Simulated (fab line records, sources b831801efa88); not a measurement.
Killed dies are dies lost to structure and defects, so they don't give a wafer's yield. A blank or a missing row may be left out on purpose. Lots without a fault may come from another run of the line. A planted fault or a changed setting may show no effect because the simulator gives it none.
A struck lot beside a sound one | flow sky130 | 43 steps out of a route of 708
Sound: wafers L583.1, L583.2, L583.6. Struck: wafers L571.1, L571.2, L571.3. The cause comes at the end.
At each step with rows: each side's tool, then ch and its chambers, then its first start. Under that, the readings that differ: sound wafers | struck wafers | difference of the means | sigmas: that difference in standard deviations of wafers without a fault.
alike: readings whose means differ by less than 2 such deviations, and words and numbers that are the same on both sides. not compared: withheld readings, readings that some wafer has no value for, bounds like >300 that may hide the same value, and numbers for which the record gives no deviation and whose values overlap.
The two part at a step that has a row with sigmas, a row that says differs or no value, or rows on one side only. Numbers that don't overlap but have no deviation are shown without sigmas and don't part them. A reading that every wafer of one side lacks parts them only if that side has two wafers or more.

first, 7 steps without rows for these wafers: SKY_LDD_LDN_DEHYDRATE_00 (time 60 s); SKY_LDD_LDN_HMDS_01 (prime time 60 s); SKY_LDD_LDN_COAT_02 (resist thk 1140 nm); SKY_LDD_LDN_SOFTBAKE_03 (time 60 s); SKY_LDD_LDN_EXPOSE_04 (exposes mask LDNTM, target cd 700 nm); SKY_LDD_LDN_PEB_05; SKY_LDD_LDN_DEVELOP_06 (develop time 60 s).
SKY_LDD_LDN_OVL_MEAS_07:
  sound on overlay-01, day 29 22:23; struck on overlay-01, day 26 07:34
  alike: LDD_LDN_OVL
then, 4 steps without rows for these wafers: SKY_LDD_LDN_IMPLANT_08; SKY_LDD_LDN_IMPLANT_09; SKY_LDD_LDN_IMPLANT_10; SKY_LDD_LDN_IMPLANT_11.
SKY_LDD_LDN_STRIP_12: strips in O2/N2.
  sound on plasma_asher-02 ch 0,1, day 29 23:01; struck on plasma_asher-01 ch 0,1, day 26 08:12
  alike: drypump_motor_current_A, oes_product_au, strip_time_to_endpoint_s
  not compared: rf_hours_counter_h
SKY_LDD_LDN_TW_MEAS_13:
  sound on film_metro-01, day 29 23:07; struck on film_metro-03, day 26 08:18
  alike: LDD_LDN_TW
then, 2 steps without rows for these wafers: SKY_LDD_LDN_CLEAN_14 (cleans in SC1/SC2, time 150 s); SKY_SPACER_CVD_00 (deposits Si3N4 from DCS/NH3, target thk 43.1 nm, time 740 s).
SKY_SPACER_THK_MEAS_01:
  sound on film_metro-03, day 30 00:26; struck on film_metro-03, day 26 10:14
  reading                | sound          | struck         | difference | sigmas
  SPACER_CVD_00_THK (nm) | 43.5 43.8 43.9 | 42.6 43.2 42.9 | -0.8       | -2
SKY_SPACER_ETCHBACK_02: etches Si3N4 in CH3F/O2, stops on SiO2, time 46.7 s, target depth 45 nm.
  sound on rie_diel-04 ch 1,3, day 30 00:30; struck on rie_diel-04 ch 0,2,3, day 26 10:18
  alike: drypump_motor_current_A, oes_product_au, throttle_valve_pct
  not compared: rf_hours_counter_h
then, 8 steps without rows for these wafers: SKY_POLY_CUT_DEHYDRATE_00 (time 60 s); SKY_POLY_CUT_HMDS_01 (prime time 60 s); SKY_POLY_CUT_COAT_02 (resist thk 60 nm); SKY_POLY_CUT_COAT_03 (resist thk 450 nm); SKY_POLY_CUT_SOFTBAKE_04 (time 90 s); SKY_POLY_CUT_EXPOSE_05 (exposes mask NPCM, target cd 270 nm); SKY_POLY_CUT_PEB_06; SKY_POLY_CUT_DEVELOP_07 (develop time 60 s).
SKY_POLY_CUT_CD_MEAS_08: target cd 270 nm.
  sound on cd_sem-01, day 31 04:59; struck on cd_sem-01, day 27 15:23
  alike: cd_nm
SKY_POLY_CUT_OVL_MEAS_09:
  sound on overlay-01, day 31 05:06; struck on overlay-02, day 27 15:31
  alike: POLY_CUT_OVL
SKY_POLY_CUT_ETCH_10: etches BARC in N2/H2, stops on SiO2, time 45.9 s, target depth 60 nm.
  sound on rie_diel-02 ch 0,2, day 31 05:08; struck on rie_diel-01 ch 0,1,2, day 27 15:32
  alike: drypump_motor_current_A, oes_product_au, throttle_valve_pct
  not compared: rf_hours_counter_h
SKY_POLY_CUT_ETCH_11: etches Si3N4 in CF4/CH2F2/Ar, stops on poly-Si, time 42.5 s, target depth 60 nm.
  sound on rie_diel-02 ch 0,2, day 31 05:11; struck on rie_diel-01 ch 0,1,2, day 27 15:35
  alike: drypump_motor_current_A, oes_product_au, throttle_valve_pct
  not compared: rf_hours_counter_h
SKY_POLY_CUT_STRIP_12: strips in O2/N2.
  sound on plasma_asher-03 ch 0,1, day 31 05:13; struck on plasma_asher-01 ch 0,1, day 27 15:38
  alike: drypump_motor_current_A, oes_product_au, strip_time_to_endpoint_s
  not compared: rf_hours_counter_h
then, 7 steps without rows for these wafers: SKY_SD_P_DEHYDRATE_00 (time 60 s); SKY_SD_P_HMDS_01 (prime time 60 s); SKY_SD_P_COAT_02 (resist thk 1140 nm); SKY_SD_P_SOFTBAKE_03 (time 60 s); SKY_SD_P_EXPOSE_04 (exposes mask PSDM, target cd 380 nm); SKY_SD_P_PEB_05; SKY_SD_P_DEVELOP_06 (develop time 60 s).
SKY_SD_P_CD_MEAS_07: target cd 380 nm.
  sound on cd_sem-02, day 32 08:13; struck on cd_sem-01, day 28 20:44
  alike: cd_nm
SKY_SD_P_OVL_MEAS_08:
  sound on overlay-02, day 32 08:20; struck on overlay-01, day 28 20:52
  alike: SD_P_OVL
then, 1 step without rows for these wafers: SKY_SD_P_IMPLANT_09.
SKY_SD_P_STRIP_10: strips in O2/N2.
  sound on plasma_asher-03 ch 0,1, day 32 08:31; struck on plasma_asher-02 ch 0,1, day 28 21:02
  alike: drypump_motor_current_A, oes_product_au, strip_time_to_endpoint_s
  not compared: rf_hours_counter_h
-- the record jumps here: 19 days lie between the struck wafers' starts before and after (it left off in module SD_P and takes up again in module PAD_OPEN, whose first step shown is number 708 of the route) --
SKY_PAD_OPEN_PROBE_99:
  sound on prober-01, day 50 12:02; struck on prober-01, day 48 05:36
  reading             | sound    | struck                                                                     | difference                   | sigmas
  hold                | - - -    | await_dispo/3.7h/release await_dispo/3.7h/release await_dispo/3.7h/release | no value on the sound wafers |
  killed_at_front_end | 13 16 19 | 56 84 90                                                                   | +61                          | +14
  killed_dies         | 77 97 81 | 116 150 154                                                                | +55                          | +6
  alike: killed_at_M0_to_M3, killed_at_M4_up, killed_at_contacts, killed_at_other, killed_open, killed_short

WHERE THEY PART
First at SKY_SPACER_THK_MEAS_01; last, within this record, at SKY_PAD_OPEN_PROBE_99.

WHY: what the simulator had put in
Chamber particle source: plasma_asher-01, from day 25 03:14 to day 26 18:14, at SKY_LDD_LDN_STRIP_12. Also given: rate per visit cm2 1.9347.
